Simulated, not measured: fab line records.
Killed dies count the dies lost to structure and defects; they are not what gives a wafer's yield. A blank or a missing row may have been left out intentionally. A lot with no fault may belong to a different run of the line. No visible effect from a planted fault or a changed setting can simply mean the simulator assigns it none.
Which tool was responsible?    flow sky130    39 wafers from 13 lots sampled at 5 of the route's 708 steps

WHAT EACH GAUGE READ, for each wafer
SKY_SONOS_ONO_THK_MEAS_01.
lot   measured      on             SONOS_ONO_OXIDATION_THK (nm)
L617  day 12 03:34  film-metro-01  2.51 2.59 2.55
L618  day 12 13:23  film-metro-04  2.61 2.61 2.59
L620  day 13 13:22  film-metro-04  2.61 2.59 2.54
L621  day 13 13:23  film-metro-01  2.64 2.66 2.57
L622  day 13 19:07  film-metro-03  2.61 2.60 2.57
L624  day 14 07:59  film-metro-01  2.57 2.64 2.68
L625  day 14 16:01  film-metro-04  2.61 2.62 2.72
L629  day 15 19:23  film-metro-03  2.73 2.64 2.63
L632  day 17 12:04  film-metro-03  2.65 2.58 2.53
L633  day 17 15:21  film-metro-03  2.66 2.66 2.63
L634  day 17 15:21  film-metro-04  2.57 2.56 2.61
L636  day 18 09:42  film-metro-04  2.71 2.64 2.71
L637  day 18 17:38  film-metro-04  2.69 2.68 2.66

SKY_SONOS_ONO_CD_MEAS_13: the cd target is 410 nm.
lot   measured      on         cd-nm (nm)
L617  day 13 04:18  cd-sem-01  408.8 408.4 407.6
L618  day 13 14:53  cd-sem-02  407.0 407.2 408.5
L620  day 14 17:15  cd-sem-02  408.2 407.5 409.7
L621  day 14 16:46  cd-sem-02  408.0 407.4 409.1
L622  day 14 22:30  cd-sem-02  411.5 412.6 409.6
L624  day 15 14:16  cd-sem-01  407.9 408.5 407.2
L625  day 15 21:09  cd-sem-02  410.6 410.3 411.5
L629  day 17 04:02  cd-sem-02  414.3 411.8 412.7
L632  day 18 21:39  cd-sem-02  408.8 409.1 411.3
L633  day 19 01:46  cd-sem-02  409.0 407.3 409.5
L634  day 19 01:52  cd-sem-01  410.3 409.6 408.1
L636  day 19 18:06  cd-sem-01  410.2 409.9 408.0
L637  day 20 03:09  cd-sem-02  407.9 408.6 408.9

SKY_RES_PROTECT_TW_MEAS_08.
lot   measured      on             POLY_GATE_TW
L617  day 15 15:02  film-metro-04  4056 4071 4081
L618  day 16 07:59  film-metro-03  4049 4046 4068
L620  day 17 08:15  film-metro-04  4067 4055 4085
L621  day 17 08:34  film-metro-04  4088 4046 4045
L622  day 17 11:52  film-metro-04  4063 4075 4088
L624  day 18 08:16  film-metro-04  4082 4083 4073
L625  day 18 14:54  film-metro-04  4056 4061 4052
L629  day 19 21:33  film-metro-02  4047 4049 4066
L632  day 21 20:39  film-metro-03  4029 4023 4023
L633  day 21 21:47  film-metro-02  4053 4049 4058
L634  day 21 21:10  film-metro-04  4068 4083 4077
L636  day 22 16:27  film-metro-03  4062 4056 4041
L637  day 23 02:45  film-metro-02  4022 4014 4047

SKY_LDD_LDN_TW_MEAS_13.
lot   measured      on             LDD_LDN_TW
L617  day 23 09:16  film-metro-01  1460 1465 1462
L618  day 24 06:59  film-metro-03  1477 1479 1486
L620  day 25 01:41  film-metro-04  1490 1485 1488
L621  day 25 05:39  film-metro-04  1492 1496 1485
L622  day 25 06:32  film-metro-03  1475 1484 1476
L624  day 26 06:03  film-metro-03  1488 1495 1489
L625  day 26 13:59  film-metro-01  1458 1470 1464
L629  day 27 12:25  film-metro-03  1484 1484 1487
L632  day 29 11:24  film-metro-01  1566 1573 1563 1564 1568 1574
L633  day 29 12:05  film-metro-01  1567 1568 1564 1568 1566 1573
L634  day 29 11:59  film-metro-04  1488 1489 1485
L636  day 30 05:28  film-metro-04  1593 1596 1600 1583 1598 1597
L637  day 30 11:35  film-metro-03  1490 1495 1502

WHAT TOOL EACH LOT RAN ON (gives the tool, then ch and the chambers of the sampled wafers, and finally the start)
lot   SKY_LDD_LDN_IMPLANT_10
L617  implanter-01 ch 0, day 23 08:53
L618  implanter-04 ch 0, day 24 06:35
L620  implanter-04 ch 0, day 25 01:17
L621  implanter-04 ch 0, day 25 05:17
L622  implanter-01 ch 0, day 25 06:08
L624  implanter-03 ch 0, day 26 05:41
L625  implanter-04 ch 0, day 26 13:35
L629  implanter-03 ch 0, day 27 12:01
L632  implanter-03 ch 0, day 29 10:41
L633  implanter-04 ch 0, day 29 11:23
L634  implanter-01 ch 0, day 29 11:37
L636  implanter-01 ch 0, day 30 04:41
L637  implanter-03 ch 0, day 30 11:11
- SKY_LDD_LDN_IMPLANT_10

AS READ BY THE TOOLS THEMSELVES (means over the sampled wafers that have a number; for cases with no such wafer, the mark the record gives instead)
SKY_LDD_LDN_IMPLANT_10.
lot   tool          rotation-deg (degrees)
L617  implanter-01  203.00
L618  implanter-04  203.01
L620  implanter-04  202.98
L621  implanter-04  202.99
L622  implanter-01  203.07
L624  implanter-03  203.00
L625  implanter-04  202.96
L629  implanter-03  202.97
L632  implanter-03  203.01
L633  implanter-04  203.00
L634  implanter-01  202.98
L636  implanter-01  203.01
L637  implanter-03  203.00

THE ANSWER, worked out from the rows above alone
Rule: what is usual is taken from the lots themselves. The widest of any qualifying gaps counts: lots, ordered by their means at a reading, are off when they make up no more than a third of the lots, leave a main group of 4 or more, and stand apart from it by 3 or more times the standard deviation of that group's means. Not used: any main group whose means are identical at the precision the tables above print for the reading. A lot without any number at a reading at which 4 lots or more have one is off too. Any other lot the step has rows for is counted as sound. After the gauges, taken in route order, come the tools' own readings; for these a lot's mean is taken, as printed above. The first step at which some lot is off is used, and at that step the reading that is off furthest; a lot without a number counts as furthest.
Off: L632, L633, L636, at SKY_LDD_LDN_TW_MEAS_13 (LDD_LDN_TW). For the main group the mean is 1482 and the standard deviation 11.
If a tool, at a process step before that reading, ran all the lots that are off and no sound lot after the first of them, it fits. Those tools and the gauges at SKY_LDD_LDN_TW_MEAS_13 are tried in the same way. None of those tried fits.

WHAT THE SIMULATOR PUT IN
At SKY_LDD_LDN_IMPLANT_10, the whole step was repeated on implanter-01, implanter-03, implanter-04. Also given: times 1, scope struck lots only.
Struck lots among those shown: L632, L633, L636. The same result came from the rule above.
